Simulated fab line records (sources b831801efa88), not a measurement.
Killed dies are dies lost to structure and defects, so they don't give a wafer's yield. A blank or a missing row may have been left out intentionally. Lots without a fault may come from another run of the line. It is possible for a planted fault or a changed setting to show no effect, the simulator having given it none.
One fault seen from 2 desks | flow gf180mcu | each desk has only its own numbers; what lay behind them comes last

DESK OF THE TOOL OWNER: pvdSputter-01
The tool's own readings at GF_M2_SPUTTER_02 (material AlCu, target thk 450 nm, time 23.9 s): means of the sampled wafers that have a number, for each lot that ran on this tool. A lot is out of limits, marked OUT, if its mean lies more than 4 standard deviations from the usual mean; the brackets give that distance.
Columns: A = cathodeDcPowerW at GF_M2_SPUTTER_02, usual 10600 W; B = throttleValvePct at GF_M2_SPUTTER_02, usual 29.6 %
lot  | first seen here | A                       | B
L570 | day 18 07:37    | 10600                   | 29.3
L582 | day 23 05:56    | 10318 (-99 or more) OUT | 28.4
L585 | day 24 01:19    | 10318 (-99 or more) OUT | 29.0
This desk's verdict: out of limits on L582, L585, starting with L582 at day 23 05:56 (cathodeDcPowerW at GF_M2_SPUTTER_02). L570 stayed within limits.

THE METROLOGY DESK
What the gauges read, lot by lot, whatever tool the lot ran on: means of the sampled wafers that have a number. A lot is out of limits, marked OUT, if its mean lies more than 4 standard deviations from the usual mean; the brackets give that distance.
Columns: A = V1_W_RS at GF_V1_RS_MEAS_24, usual 0.329 ohm/sq; B = V1_W_THK at GF_V1_THK_MEAS_25, usual 365 nm; C = M2_ALCU_RS at GF_M2_RS_MEAS_05, usual 0.0693 ohm/sq; D = M2_ALCU_THK at GF_M2_THK_MEAS_06, usual 448 nm; E = cdNm at GF_M2_CD_MEAS_14, usual 280.3 nm; F = M2_OVL at GF_M2_OVL_MEAS_15, usual 3 nm
lot  | first seen here | A     | B   | C      | D   | E     | F
L570 | day 18 07:01    | 0.327 | 367 | 0.0690 | 447 | 280.7 | 2
L571 | day 18 16:45    | 0.327 | 367 | 0.0691 | 451 | 281.3 | 15
L582 | day 23 05:21    | 0.331 | 355 | 0.0721 | 434 | 280.8 | 0
L585 | day 24 00:43    | 0.328 | 366 | 0.0713 | 438 | 278.7 | 2
L586 | day 24 04:23    | 0.331 | 366 | 0.0683 | 458 | 280.9 | 2
L592 | day 26 06:26    | 0.328 | 361 | 0.0685 | 456 | 280.8 | 4
This desk found nothing out of limits on any of the 6 lots.

TAKEN TOGETHER
An alarm could have come from the tool owner's desk at day 23 05:56, on L582, L585.
At the metrology desk, nothing out of limits was observed.
The metrology desk has L582, L585 on record, within its limits.
On pvdSputter-01, each named lot ran GF_M2_SPUTTER_02.

WHAT WAS PUT IN BY THE SIMULATOR
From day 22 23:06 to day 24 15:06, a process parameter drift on pvdSputter-01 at GF_M2_SPUTTER_02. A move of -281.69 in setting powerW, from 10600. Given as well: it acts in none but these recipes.
Shown lots that were struck: L582, L585.
Each desk's first reading out of limits, in hours after the fault started: the tool owner's desk, 7.
